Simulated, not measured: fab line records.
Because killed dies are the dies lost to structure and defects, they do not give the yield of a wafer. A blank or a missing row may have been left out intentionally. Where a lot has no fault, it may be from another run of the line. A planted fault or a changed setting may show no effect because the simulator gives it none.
The tool behind it: which one? + flow gf180mcu + 13 lots, 39 wafers sampled, at 3 steps of a route of 602

== WHAT THE GAUGES SHOWED, per wafer ==
GF_MIM_THK_MEAS_06. Usual: for MIM_CVD_05_THK the level is 42.1 nm and the standard deviation is 0.56.
| lot  | measured     | on            | MIM_CVD_05_THK (nm) | flag |
|------|--------------|---------------|---------------------|------|
| L296 | day 24 18:31 | film_metro-01 | 41.8 42.3 41.7      |      |
| L297 | day 24 22:30 | film_metro-04 | 43.3 42.3 43.1      |      |
| L298 | day 25 06:50 | film_metro-02 | 41.5 41.2 42.0      |      |
| L299 | day 25 07:46 | film_metro-02 | 42.2 42.0 42.5      |      |
| L301 | day 26 10:23 | film_metro-01 | 41.4 42.0 41.6      |      |
| L306 | day 28 05:07 | film_metro-04 | 41.6 41.4 42.2      |      |
| L307 | day 28 12:18 | film_metro-04 | 41.8 42.0 42.2      |      |
| L308 | day 28 17:44 | film_metro-04 | 42.0 42.2 43.1      |      |
| L310 | day 29 10:35 | film_metro-02 | 42.5 43.0 41.9      |      |
| L312 | day 29 15:02 | film_metro-01 | 41.5 42.3 42.4      |      |
| L313 | day 29 22:59 | film_metro-04 | 41.3 41.5 41.6      |      |
| L318 | day 31 00:39 | film_metro-01 | 41.6 42.5 42.5      |      |
| L319 | day 31 07:02 | film_metro-02 | 42.0 42.9 42.3      |      |

== WHAT TOOL EACH LOT RAN ON (gives the tool, then ch and the chambers of the sampled wafers, and finally the start) ==
| lot  | GF_M2_STRIP_17                       | GF_V4_CMP_26                  |
|------|--------------------------------------|-------------------------------|
| L296 | plasma_asher-02 ch 0,1, day 19 11:08 | cmp-01 ch 0,1,3, day 24 18:05 |
| L297 | plasma_asher-02 ch 0,1, day 19 14:53 | cmp-01 ch 0,3, day 24 21:58   |
| L298 | plasma_asher-03 ch 0,1, day 20 01:21 | cmp-01 ch 1,2,3, day 25 06:17 |
| L299 | plasma_asher-01 ch 0,1, day 20 01:41 | cmp-02 ch 0,1,3, day 25 07:15 |
| L301 | plasma_asher-01 ch 0,1, day 21 09:33 | cmp-01 ch 0,2,3, day 26 09:50 |
| L306 | plasma_asher-02 ch 0,1, day 23 09:47 | cmp-01 ch 2,3, day 28 04:37   |
| L307 | plasma_asher-01 ch 0,1, day 23 18:45 | cmp-02 ch 0,1,3, day 28 11:51 |
| L308 | plasma_asher-01 ch 0,1, day 24 00:16 | cmp-02 ch 1,2,3, day 28 17:19 |
| L310 | plasma_asher-02 ch 0,1, day 24 20:10 | cmp-01 ch 0,3, day 29 10:02   |
| L312 | plasma_asher-03 ch 0,1, day 25 02:14 | cmp-01 ch 0,1, day 29 14:32   |
| L313 | plasma_asher-02 ch 0,1, day 25 08:43 | cmp-01 ch 0,1,3, day 29 22:24 |
| L318 | plasma_asher-01 ch 0,1, day 26 15:59 | cmp-01 ch 0,2,3, day 31 00:05 |
| L319 | plasma_asher-02 ch 0,1, day 26 21:30 | cmp-02 ch 0,2, day 31 06:31   |
- GF_M2_STRIP_17: strips in O2/N2.
- GF_V4_CMP_26: polishes, stops on SiO2, t overpolish 15 s, target thk 0 nm.

== AS READ BY THE TOOLS THEMSELVES (means over the sampled wafers that have a number; for cases with no such wafer, the mark the record gives instead) ==
GF_M2_STRIP_17. Usual: drypump_motor_current_A 5.7 A, standard deviation 0.37; heater_power_w 311 W, standard deviation 40; oes_product_au 0.557 a.u., standard deviation 0.0052; strip_time_to_endpoint_s 7.87 s, standard deviation 0.047.
| lot  | tool            | drypump_motor_current_A (A) | heater_power_w (W) | oes_product_au (a.u.) | strip_time_to_endpoint_s (s) | flag |
|------|-----------------|-----------------------------|--------------------|-----------------------|------------------------------|------|
| L296 | plasma_asher-02 | 5.8                         | 354                | 0.556                 | 7.87                         |      |
| L297 | plasma_asher-02 | 5.8                         | 351                | 0.567                 | 7.93                         |      |
| L298 | plasma_asher-03 | 6.0                         | 251                | 0.557                 | 7.89                         |      |
| L299 | plasma_asher-01 | 5.5                         | 308                | 0.556                 | 7.83                         |      |
| L301 | plasma_asher-01 | 5.5                         | 310                | 0.556                 | 7.86                         |      |
| L306 | plasma_asher-02 | 5.7                         | 353                | 0.563                 | 7.87                         |      |
| L307 | plasma_asher-01 | 5.5                         | 308                | 0.560                 | 7.85                         |      |
| L308 | plasma_asher-01 | 5.5                         | 308                | 0.554                 | 7.87                         |      |
| L310 | plasma_asher-02 | 5.9                         | 351                | 0.557                 | 7.89                         |      |
| L312 | plasma_asher-03 | 6.0                         | 255                | 0.558                 | 7.84                         |      |
| L313 | plasma_asher-02 | 5.8                         | 355                | 0.559                 | 7.92                         |      |
| L318 | plasma_asher-01 | 5.6                         | 318                | 0.560                 | 7.90                         |      |
| L319 | plasma_asher-02 | 5.9                         | 355                | 0.557                 | 7.87                         |      |

GF_V4_CMP_26. Usual: motor_current_A 11.0 A, standard deviation 0.59; overpolish_run_s 14.999 s, standard deviation 0.0089; time_to_endpoint_s 84 s, standard deviation 3.1.
| lot  | tool   | motor_current_A (A) | overpolish_run_s (s) | time_to_endpoint_s (s) | flag |
|------|--------|---------------------|----------------------|------------------------|------|
| L296 | cmp-01 | 10.8                | 14.999               | 83                     |      |
| L297 | cmp-01 | 11.2                | 14.997               | 87                     |      |
| L298 | cmp-01 | 11.2                | 14.988               | 88                     |      |
| L299 | cmp-02 | 11.0                | 14.992               | 83                     |      |
| L301 | cmp-01 | 10.9                | 15.000               | 86                     |      |
| L306 | cmp-01 | 11.1                | 15.000               | 82                     |      |
| L307 | cmp-02 | 11.0                | 15.005               | 84                     |      |
| L308 | cmp-02 | 10.5                | 14.998               | 79                     |      |
| L310 | cmp-01 | 10.9                | 15.004               | 87                     |      |
| L312 | cmp-01 | 11.0                | 15.001               | 86                     |      |
| L313 | cmp-01 | 11.3                | 14.996               | 85                     |      |
| L318 | cmp-01 | 11.3                | 14.996               | 91                     |      |
| L319 | cmp-02 | 10.7                | 15.000               | 88                     |      |

== THE ANSWER, worked out from the rows above alone ==
Rule: a lot is off if the mean of its wafers that have a number lies more than 3 standard deviations from the usual mean. A lot without any number at a reading at which 4 lots or more have one is off too. The other lots that the step has rows for count as sound. Order of review: gauges by route order, followed by the tools' own readings, for which a lot's mean as printed above is used. At the first step where some lot is off, the reading lying furthest off is the one used; lots without a number count as furthest.
Nothing can be told from this: no lot is off at any reading shown.

== WHAT THE SIMULATOR HAD PUT IN ==
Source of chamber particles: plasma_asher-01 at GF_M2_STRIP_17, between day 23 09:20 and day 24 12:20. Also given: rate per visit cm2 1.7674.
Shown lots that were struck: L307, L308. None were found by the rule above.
